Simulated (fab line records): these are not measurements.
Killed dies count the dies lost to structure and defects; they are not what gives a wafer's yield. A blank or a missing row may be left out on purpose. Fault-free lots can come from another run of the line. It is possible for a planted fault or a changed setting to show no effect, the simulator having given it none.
Which tool did it? ; flow sky130 ; 6 lots with 18 wafers sampled at 3 steps, on a route of 708 steps

== WHAT THE GAUGES SHOWED, per wafer ==
SKY_POLY_CUT_CD_MEAS_08: target cd 270 nm.
lot;measured;on;cd-nm (nm)
L807;day 24 19:59;cd-sem-01;267.5 269.9 268.4
L811;day 26 12:44;cd-sem-01;268.5 268.5 270.3
L814;day 27 13:22;cd-sem-02;273.2 272.6 272.1
L816;day 27 22:35;cd-sem-01;268.2 269.3 269.6
L820;day 29 07:51;cd-sem-01;265.2 264.5 263.7
L824;day 30 18:53;cd-sem-01;266.5 265.4 265.8

== WHAT TOOL EACH LOT RAN ON (gives the tool, then ch and the chambers of the sampled wafers, and finally the start) ==
lot;SKY_LDD_HVP_STRIP_09;SKY_POLY_CUT_DEVELOP_07
L807;plasma-asher-01 ch 0,1, day 22 06:51;litho-track-02 ch 0, day 24 19:00
L811;plasma-asher-02 ch 0,1, day 24 00:13;litho-track-04 ch 0, day 26 12:00
L814;plasma-asher-01 ch 0,1, day 24 23:54;litho-track-02 ch 0, day 27 13:00
L816;plasma-asher-02 ch 0,1, day 25 10:54;litho-track-04 ch 0, day 27 22:00
L820;plasma-asher-01 ch 0,1, day 26 20:36;litho-track-04 ch 0, day 29 07:00
L824;plasma-asher-01 ch 0,1, day 28 04:01;litho-track-04 ch 0, day 30 18:00
- SKY_LDD_HVP_STRIP_09: strips in O2/N2.
- SKY_POLY_CUT_DEVELOP_07: develop time 60 s.

== THE ANSWER, worked out from the rows above alone ==
Rule: the lots themselves supply what counts as usual. The widest of any qualifying gaps counts: lots, ordered by their means at a reading, are off when they make up no more than a third of the lots, leave a main group of 4 or more, and stand apart from it by 3 or more times the standard deviation of that group's means. The tables above print the reading to a certain number of digits; a main group whose means all agree to those digits is not used. A lot without any number at a reading at which 4 lots or more have one is off too. Any other lot the step has rows for is counted as sound.
No lot is off on any of the readings shown, so nothing can be concluded from this.

== WHAT HAD BEEN PUT IN BY THE SIMULATOR ==
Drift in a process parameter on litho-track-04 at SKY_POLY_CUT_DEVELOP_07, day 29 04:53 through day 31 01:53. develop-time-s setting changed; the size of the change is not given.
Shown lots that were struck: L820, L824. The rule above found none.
